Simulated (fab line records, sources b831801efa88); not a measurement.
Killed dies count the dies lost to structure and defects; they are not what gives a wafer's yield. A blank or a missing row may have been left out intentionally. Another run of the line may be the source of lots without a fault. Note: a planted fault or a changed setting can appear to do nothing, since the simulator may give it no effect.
2 desks looking at one fault :: flow gf180mcu :: numbers are kept per desk, each desk with only its own; the story behind them comes last

== THE TOOL OWNER'S DESK: implanter-01 ==
The tool's own readings at GF_HV_LDD_IMPLANT_35, given as means over the sampled wafers that have a number, one for each lot that went through this tool. If a lot's mean is further than 4 standard deviations from the usual mean, the lot is out of limits and carries the mark OUT (the distance appears in the brackets).
Columns: A = dose_ions_cm2 at GF_HV_LDD_IMPLANT_35, usual 7.501e+12; B = faraday_current_uA at GF_HV_LDD_IMPLANT_35, usual 42.3; C = rotation_deg at GF_HV_LDD_IMPLANT_35, usual 180.00 degrees
lot: L831
first seen here: day 11 12:59
A: 7.501e+12
B: 42.6
C: 180.02

lot: L840
first seen here: day 14 08:50
A: 7.497e+12
B: 43.1
C: 180.00

lot: L842
first seen here: day 15 02:13
A: 8.003e+12 (+64) OUT
B: 45.9 (+4.9) OUT
C: 179.97

lot: L843
first seen here: day 15 13:22
A: 7.996e+12 (+63) OUT
B: 45.1
C: 180.04

lot: L844
first seen here: day 15 17:43
A: 7.996e+12 (+63) OUT
B: 46.3 (+5.5) OUT
C: 179.99
This desk finds L842, L843, L844 out of limits, L842 being first, at day 15 02:13 (dose_ions_cm2 at GF_HV_LDD_IMPLANT_35). Within limits: L831, L840.

== THE METROLOGY DESK ==
What the gauges read, lot by lot, whatever tool the lot ran on: means of the sampled wafers that have a number. If a lot's mean is further than 4 standard deviations from the usual mean, the lot is out of limits and carries the mark OUT (the distance appears in the brackets).
Columns: A = HV_LDD_2_TW at GF_HV_LDD_TW_MEAS_23, usual 1048; B = cd_nm at GF_HV_LDD_CD_MEAS_31, usual 401.2 nm; C = HV_LDD_02_OVL at GF_HV_LDD_OVL_MEAS_32, usual -0.1 nm
lot: L831
first seen here: day 10 18:43
A: 1062
B: 398.2
C: 0.0

lot: L840
first seen here: day 13 12:16
A: 1042
B: 400.4
C: -0.8

lot: L842
first seen here: day 14 04:34
A: 1056
B: 402.0
C: -1.5

lot: L843
first seen here: day 14 15:49
A: 1057
B: 397.7
C: 0.4

lot: L844
first seen here: day 14 19:16
A: 1063
B: 400.3
C: -0.5

lot: L848
first seen here: day 16 04:44
A: 1053
B: 404.7
C: -0.5

lot: L853
first seen here: day 17 21:17
A: 1057
B: 403.1
C: 2.1
This desk's finding: nothing out of limits on any of the 7 lots.

== BROUGHT TOGETHER ==
At day 15 02:13, on L842, L843, L844, the tool owner's desk was in a position to raise an alarm.
Nothing out of limits was seen by the metrology desk.
The metrology desk holds a record of L842, L843, L844, inside its limits.
The lots listed all ran GF_HV_LDD_IMPLANT_35 on implanter-01.

== WHAT THE SIMULATOR HAD INSERTED ==
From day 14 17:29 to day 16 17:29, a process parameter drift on implanter-01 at GF_HV_LDD_IMPLANT_35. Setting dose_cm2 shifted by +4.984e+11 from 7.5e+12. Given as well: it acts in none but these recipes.
Shown lots that were struck: L842, L843, L844.
Each desk's first reading out of limits, in hours after the fault started: the tool owner's desk, 9.
